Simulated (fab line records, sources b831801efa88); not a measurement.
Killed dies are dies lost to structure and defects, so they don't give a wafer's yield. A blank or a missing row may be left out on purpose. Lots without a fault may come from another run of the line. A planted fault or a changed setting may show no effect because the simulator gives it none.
fab line records | flow gf180mcu
record lots=5 wafers=15 last_day=34
route steps=602 shown VT_IMPLANT@116
lots that met no fault: from a run of the same line without faults
start_h: hours from the record's first day to the start of the lot's first wafer shown | wait_h: hours since the lot's step before | " the same as in the row above | L1.1+2: a row that stands for several wafers | - no value, or no start given | * or withheld: withheld | < > ~ a bound
route shown NAME@n: a module of which the file shows steps, and the number in the route of the first | usual: mean/standard deviation of fault-free wafers | same: alike in all rows | chamber/n: place in a boat | sites: the reading at each site | _std_site: their standard deviation | _edge_site: outer sites' mean less inner sites' | radius_mm: how far each site lies from the wafer's centre | mask NAME#n: copy n | behind: the tool/chamber that last shaped the wafer | hold: why the lot was held/for how many hours/how that ended | device: the transistor (n, p or np) that didn't switch | end of line: the same wafers' tests at the end of the route | a step without rows: its recipe alone | killed: dies lost to structure and defects at the first sort, not the wafer's yield | map: a wafer's dies, x killed, . not, _ none there
set.NAME: the setting as run; set.NAME@STEP: as run at that earlier step | model.NAME: the simulator's own value behind a step, which no gauge read
lots at some steps of the route; a table a step, a row a wafer
services: from which hour (start_h, from the record's first day; less than 0 if before it) a tool's chamber was out of use, for how many hours, and why
## steps
# step GF_VT_IMPLANT_EXPOSE_26
# recipe mask_id=LVPWELL_HV_AREA target_cd_nm=860 na=0.6 source_shape=conventional sigma_outer=0.6 dose_mj=140
# usual focus_offset_nm=0.1/0.52
# same na=0.6 sigma_outer=0.6
# columns lot.wafer tool chamber start_h wait_h mask focus_offset_nm
L083.1 iline_stepper-01 0 - - LVPWELL_HV_AREA#0 -0.6
L083.3 " 0 " " LVPWELL_HV_AREA#0 -1.0
L083.6 " 0 " " LVPWELL_HV_AREA#0 -0.2
L084.2 iline_stepper-01 0 - - LVPWELL_HV_AREA#0 0.3
L084.3 " 0 " " LVPWELL_HV_AREA#0 0.2
L084.5 " 0 " " LVPWELL_HV_AREA#0 0.7
L090.1 iline_stepper-02 0 - - LVPWELL_HV_AREA#0 0.4
L090.3 " 0 " " LVPWELL_HV_AREA#0 0.1
L090.4 " 0 " " LVPWELL_HV_AREA#0 -0.1
L091.2 iline_stepper-02 0 - - LVPWELL_HV_AREA#0 0.5
L091.5 " 0 " " LVPWELL_HV_AREA#0 0.3
L091.6 " 0 " " LVPWELL_HV_AREA#0 -0.4
L095.1 iline_stepper-02 0 - - LVPWELL_HV_AREA#0 -0.1
L095.2 " 0 " " LVPWELL_HV_AREA#0 0.1
L095.3 " 0 " " LVPWELL_HV_AREA#0 0.2
# step GF_VT_IMPLANT_PEB_27
# recipe temp_c=withheld time_s=* resist=NOVOLAK
# columns lot.wafer tool chamber start_h wait_h
L083.1+3+6 litho_track-01 0 - -
L084.2+3+5 litho_track-03 0 - -
L090.1+3+4 litho_track-03 0 - -
L091.2+5+6 litho_track-01 0 - -
L095.1+2+3 litho_track-03 0 - -
# step GF_VT_IMPLANT_DEVELOP_28
# recipe develop_time_s=60 dev_temp_c=23
# usual developer_temp_C=23.04/0.1
# columns lot.wafer tool chamber start_h wait_h developer_temp_C
L083.1 litho_track-01 0 197.14 0.1 22.99
L083.3 " 0 " " 23.15
L083.6 " 0 " " 23.17
L084.2 litho_track-03 0 207.83 0.1 23.00
L084.3 " 0 " " 23.05
L084.5 " 0 " " 23.20
L090.1 litho_track-03 0 247.46 0.1 23.09
L090.3 " 0 " " 23.15
L090.4 " 0 " " 23.07
L091.2 litho_track-01 0 253.77 0.1 22.96
L091.5 " 0 " " 23.02
L091.6 " 0 " " 22.97
L095.1 litho_track-03 0 279.06 0.1 23.02
L095.2 " 0 " " 23.19
L095.3 " 0 " " 23.03
# step GF_VT_IMPLANT_OVL_MEAS_29
# usual VT_IMPLANT_02_OVL=-0.4/1.6
# columns lot.wafer tool chamber start_h wait_h VT_IMPLANT_02_OVL[nm]
L083.1 overlay-02 - 197.29 0.1 1.1
L083.3 " - " " -0.5
L083.6 " - " " -1.9
L084.2 overlay-01 - 207.97 0.1 1.4
L084.3 " - " " 1.5
L084.5 " - " " 1.0
L090.1 overlay-02 - 247.61 0.1 -1.6
L090.3 " - " " -3.3
L090.4 " - " " -2.3
L091.2 overlay-02 - 253.90 0.1 -1.1
L091.5 " - " " -2.5
L091.6 " - " " -0.5
L095.1 overlay-01 - 279.21 0.1 -2.4
L095.2 " - " " -3.1
L095.3 " - " " -0.9
# step GF_VT_IMPLANT_IMPLANT_30
# recipe species=B energy_kev=25 dose_cm2=2.534e+12 tilt_deg=7
# usual dose_ions_cm2=2.5345e+12/2.7e+09 end_station_pressure_torr=5.03e-06/2.5e-07
# columns lot.wafer tool chamber start_h wait_h dose_ions_cm2 end_station_pressure_torr
L083.1 implanter-04 0 197.33 0.0 2.5361e+12 5.14e-06
L083.3 " 0 " " 2.5358e+12 4.74e-06
L083.6 " 0 " " 2.5337e+12 5.27e-06
L084.2 implanter-04 0 208.02 0.0 2.5325e+12 5.18e-06
L084.3 " 0 " " 2.5308e+12 4.98e-06
L084.5 " 0 " " 2.535e+12 4.97e-06
L090.1 implanter-02 0 247.64 0.0 2.5361e+12 5.03e-06
L090.3 " 0 " " 2.5368e+12 5.04e-06
L090.4 " 0 " " 2.5358e+12 4.84e-06
L091.2 implanter-01 0 253.95 0.0 2.5364e+12 5.05e-06
L091.5 " 0 " " 2.5327e+12 5.14e-06
L091.6 " 0 " " 2.5297e+12 5.15e-06
L095.1 implanter-04 0 279.24 0.0 2.5399e+12 5.1e-06
L095.2 " 0 " " 2.5375e+12 4.98e-06
L095.3 " 0 " " 2.5336e+12 4.41e-06
# step GF_VT_IMPLANT_STRIP_31
# recipe chemistry=O2/N2 power_w=1400 pressure_mtorr=1500 platen_temp_c=250 o2_flow_sccm=2934 n2_flow_sccm=300 overash_fraction=0.5
# usual drypump_motor_current_A=5.6/0.57 heater_power_w=319/20 o2_flow_sccm=2933/9.4 oes_product_au=0.716/0.0042 platen_temp_c=250.04/0.17 strip_time_to_endpoint_s=12.650/0.028
# columns lot.wafer tool chamber start_h wait_h drypump_motor_current_A heater_power_w o2_flow_sccm oes_product_au platen_temp_c rf_hours_counter_h strip_time_to_endpoint_s
L083.1 plasma_asher-02 1 197.48 0.1 5.4 316 2940 0.721 250.05 53 12.677
L083.3 " 1 " " 5.4 321 2937 0.710 249.85 - 12.681
L083.6 " 1 " " 5.4 320 2945 0.718 249.80 - 12.688
L084.2 plasma_asher-02 1 208.15 0.1 5.4 319 2935 0.717 249.71 54 12.665
L084.3 " 0 " " 6.5 287 2927 0.716 250.09 - 12.668
L084.5 " 1 " " 5.4 316 2936 0.714 250.26 - 12.652
L090.1 plasma_asher-02 1 247.79 0.1 5.4 320 2944 0.718 250.04 59 12.656
L090.3 " 1 " " 5.4 326 2935 0.719 250.13 - 12.657
L090.4 " 0 " " 6.5 293 2928 0.722 249.86 - 12.648
L091.2 plasma_asher-04 1 254.08 0.1 5.6 328 2935 0.715 250.10 13 12.619
L091.5 " 1 " " 5.6 325 2949 0.712 249.85 - 12.627
L091.6 " 0 " " 5.2 300 2938 0.715 250.07 - 12.644
L095.1 plasma_asher-04 1 279.39 0.1 5.6 337 2926 0.716 249.93 16 12.685
L095.2 " 0 " " 5.1 304 2939 0.716 249.96 16 12.645
L095.3 " 0 " " 5.1 306 2948 0.724 250.12 - 12.656
# step GF_VT_IMPLANT_TW_MEAS_32
# usual VT_IMPLANT_3_TW=265.9/1.4
# columns lot.wafer tool chamber start_h wait_h VT_IMPLANT_3_TW
L083.1 film_metro-04 - 197.58 0.1 265.5
L083.3 " - " " 266.1
L083.6 " - " " 266.2
L084.2 film_metro-02 - 208.26 0.1 268.8
L084.3 " - " " 268.6
L084.5 " - " " 268.4
L090.1 film_metro-04 - 247.89 0.1 265.2
L090.3 " - " " 266.2
L090.4 " - " " 264.9
L091.2 film_metro-04 - 254.19 0.1 265.3
L091.5 " - " " 267.4
L091.6 " - " " 267.5
L095.1 film_metro-03 - 279.49 0.1 265.1
L095.2 " - " " 263.7
L095.3 " - " " 265.4
# step GF_VT_IMPLANT_DEHYDRATE_33
# recipe temp_c=200 time_s=60
# columns lot.wafer tool chamber start_h wait_h
L083.1+3+6 litho_track-01 0 205.49 7.9
L084.2+3+5 litho_track-02 0 216.15 7.9
L090.1+3+4 litho_track-03 0 256.21 8.3
L091.2+5+6 litho_track-01 0 263.42 9.2
L095.1+2+3 litho_track-01 0 289.14 9.6
# step GF_VT_IMPLANT_HMDS_34
# recipe prime_time_s=60 prime_temp_c=120
# columns lot.wafer tool chamber start_h wait_h
L083.1+3+6 litho_track-01 0 205.64 0.1
L084.2+3+5 litho_track-02 0 216.30 0.1
L090.1+3+4 litho_track-03 0 256.36 0.1
L091.2+5+6 litho_track-01 0 263.57 0.1
L095.1+2+3 litho_track-01 0 289.29 0.1
# step GF_VT_IMPLANT_COAT_35
# recipe resist=NOVOLAK spin_rpm=3000 resist_thk_nm=1000
# columns lot.wafer tool chamber start_h wait_h
L083.1+3+6 litho_track-01 0 205.79 0.1
L084.2+3+5 litho_track-02 0 216.45 0.1
L090.1+3+4 litho_track-03 0 256.51 0.1
L091.2+5+6 litho_track-01 0 263.72 0.1
L095.1+2+3 litho_track-01 0 289.44 0.1
## services
# columns tool chamber start_h hours kind
plasma_asher-04 - 175.83 4.2 repair
implanter-02 - 184.17 4.7 repair
iline_stepper-02 - 195.23 1.7 pm
implanter-02 - 195.67 5.7 repair
plasma_asher-04 - 216.45 15.1 pm
implanter-01 - 227.20 3.3 pm
iline_stepper-01 - 248.74 1.5 repair
implanter-02 - 251.28 3.3 repair
implanter-01 - 251.61 0.9 repair
plasma_asher-02 - 253.37 1.4 repair
iline_stepper-01 - 276.34 11.1 repair
implanter-02 - 280.40 8.7 pm
plasma_asher-04 - 286.59 2.0 repair
## key
fault none
